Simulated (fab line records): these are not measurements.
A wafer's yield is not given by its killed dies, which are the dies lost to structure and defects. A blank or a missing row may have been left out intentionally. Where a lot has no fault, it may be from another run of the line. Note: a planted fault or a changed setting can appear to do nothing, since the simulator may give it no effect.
Which tool did it? | flow gf180mcu | Sampling: 13 lots, 39 wafers, 5 of 602 route steps

== WHAT EACH GAUGE READ, for each wafer ==
GF_M2_OVL_MEAS_15.
lot  | measured     | on         | M2_OVL (nm)
L537 | day 19 02:41 | overlay-02 | 1 9 7
L538 | day 19 07:07 | overlay-01 | 10 4 10
L539 | day 20 00:22 | overlay-01 | 1 -5 1
L540 | day 20 10:43 | overlay-02 | 9 5 3
L541 | day 20 15:13 | overlay-01 | -1 -1 -11
L542 | day 21 02:39 | overlay-01 | 8 1 4
L544 | day 21 21:15 | overlay-02 | 0 2 2
L545 | day 22 09:53 | overlay-02 | 7 -1 1
L546 | day 22 21:31 | overlay-01 | 7 -4 -7
L549 | day 23 19:44 | overlay-02 | -6 6 1
L550 | day 23 23:46 | overlay-02 | -2 4 -2
L559 | day 26 20:49 | overlay-02 | 7 5 9
L560 | day 27 01:43 | overlay-02 | -3 -3 -10

GF_V2_RS_MEAS_24: uses a four-point probe to measure.
lot  | measured     | on            | V2_W_RS (ohm/sq)
L537 | day 20 05:47 | film_metro-02 | 0.327 0.321 0.325
L538 | day 20 09:43 | film_metro-03 | 0.325 0.326 0.323
L539 | day 21 02:29 | film_metro-03 | 0.324 0.322 0.322
L540 | day 21 13:38 | film_metro-02 | 0.326 0.329 0.333
L541 | day 21 17:26 | film_metro-03 | 0.326 0.328 0.331
L542 | day 22 04:34 | film_metro-04 | 0.327 0.326 0.329
L544 | day 22 22:50 | film_metro-04 | 0.328 0.331 0.327
L545 | day 23 11:18 | film_metro-03 | 0.328 0.330 0.323
L546 | day 23 22:31 | film_metro-02 | 0.328 0.324 0.326
L549 | day 24 20:48 | film_metro-02 | 0.336 0.328 0.336
L550 | day 25 01:02 | film_metro-04 | 0.320 0.329 0.327
L559 | day 27 18:53 | film_metro-02 | 0.332 0.333 0.331
L560 | day 28 00:38 | film_metro-04 | 0.315 0.315 0.325

GF_M3_CD_MEAS_14: the cd target is 280 nm.
lot  | measured     | on        | cd_nm (nm)
L537 | day 21 06:43 | cd_sem-01 | 282.7 283.3 281.7
L538 | day 21 09:49 | cd_sem-02 | 281.4 279.4 281.2
L539 | day 22 02:58 | cd_sem-02 | 279.6 279.7 280.1
L540 | day 22 13:50 | cd_sem-01 | 279.5 278.7 279.6
L541 | day 22 17:19 | cd_sem-02 | 278.6 279.0 277.7
L542 | day 23 04:32 | cd_sem-02 | 280.0 278.7 281.1
L544 | day 23 22:04 | cd_sem-01 | 279.9 279.3 280.8
L545 | day 24 10:05 | cd_sem-02 | 281.1 281.0 280.9
L546 | day 24 21:30 | cd_sem-02 | 279.2 281.3 279.4
L549 | day 25 18:22 | cd_sem-02 | 279.3 279.6 279.8
L550 | day 25 22:52 | cd_sem-01 | 282.2 280.9 280.8
L559 | day 28 15:43 | cd_sem-01 | 280.3 279.0 280.1
L560 | day 28 20:22 | cd_sem-01 | 279.7 280.8 278.7

== EACH LOT AND THE TOOL THAT RAN IT (in order: tool; ch and the chambers of the sampled wafers; start) ==
lot  | GF_V2_SPUTTER_22             | GF_V2_CVD_23
L537 | pvd_sputter-03, day 20 05:38 | cvd_w-02 ch 0,1, day 20 05:41
L538 | pvd_sputter-04, day 20 09:31 | cvd_w-01 ch 0,1, day 20 09:35
L539 | pvd_sputter-03, day 21 02:20 | cvd_w-02 ch 0,1, day 21 02:22
L540 | pvd_sputter-03, day 21 13:27 | cvd_w-01 ch 0,1, day 21 13:29
L541 | pvd_sputter-03, day 21 17:16 | cvd_w-01 ch 0,1, day 21 17:19
L542 | pvd_sputter-02, day 22 04:23 | cvd_w-02 ch 0,1, day 22 04:26
L544 | pvd_sputter-04, day 22 22:38 | cvd_w-01 ch 0,1, day 22 22:43
L545 | pvd_sputter-03, day 23 11:09 | cvd_w-02 ch 0,1, day 23 11:11
L546 | pvd_sputter-04, day 23 22:19 | cvd_w-01 ch 0,1, day 23 22:24
L549 | pvd_sputter-02, day 24 20:38 | cvd_w-02 ch 0,1, day 24 20:40
L550 | pvd_sputter-02, day 25 00:53 | cvd_w-02 ch 0,1, day 25 00:56
L559 | pvd_sputter-02, day 27 18:43 | cvd_w-02 ch 0,1, day 27 18:46
L560 | pvd_sputter-03, day 28 00:29 | cvd_w-01 ch 0,1, day 28 00:32
- GF_V2_SPUTTER_22: material TiN, target thk 10 nm, time 40 s.
- GF_V2_CVD_23: deposits W, target thk 350 nm, time 104.94 s.

== AS READ BY THE TOOLS THEMSELVES (means over the sampled wafers that have a number; for cases with no such wafer, the mark the record gives instead) ==
GF_V2_SPUTTER_22.
lot  | tool           | throttle_valve_pct (%)
L537 | pvd_sputter-03 | 30.8
L538 | pvd_sputter-04 | 31.0
L539 | pvd_sputter-03 | 31.0
L540 | pvd_sputter-03 | 30.5
L541 | pvd_sputter-03 | 30.7
L542 | pvd_sputter-02 | 30.2
L544 | pvd_sputter-04 | 31.0
L545 | pvd_sputter-03 | 31.0
L546 | pvd_sputter-04 | 30.6
L549 | pvd_sputter-02 | 30.2
L550 | pvd_sputter-02 | 30.7
L559 | pvd_sputter-02 | 30.5
L560 | pvd_sputter-03 | 30.5

GF_V2_CVD_23.
lot  | tool     | heater_power_w (W)
L537 | cvd_w-02 | 785
L538 | cvd_w-01 | 883
L539 | cvd_w-02 | 792
L540 | cvd_w-01 | 880
L541 | cvd_w-01 | 928
L542 | cvd_w-02 | 733
L544 | cvd_w-01 | 930
L545 | cvd_w-02 | 730
L546 | cvd_w-01 | 942
L549 | cvd_w-02 | 735
L550 | cvd_w-02 | 735
L559 | cvd_w-02 | 803
L560 | cvd_w-01 | 938

== THE ANSWER, worked out from the rows above alone ==
Rule: usual is defined by the lots themselves. The widest of any qualifying gaps counts: lots, ordered by their means at a reading, are off when they make up no more than a third of the lots, leave a main group of 4 or more, and stand apart from it by 3 or more times the standard deviation of that group's means. Not used: any main group whose means are identical at the precision the tables above print for the reading. Also off: a lot with no number at a reading for which 4 or more lots have one. All remaining lots with rows at the step are treated as sound. The gauges are gone through in route order, then the tools' own readings, and for those a lot's mean is taken as printed above. The first step at which some lot is off is used, and at that step the reading that is off furthest; a lot without a number counts as furthest.
No lot is off at any reading shown: from this, nothing can be told.

== WHAT WAS PUT IN BY THE SIMULATOR ==
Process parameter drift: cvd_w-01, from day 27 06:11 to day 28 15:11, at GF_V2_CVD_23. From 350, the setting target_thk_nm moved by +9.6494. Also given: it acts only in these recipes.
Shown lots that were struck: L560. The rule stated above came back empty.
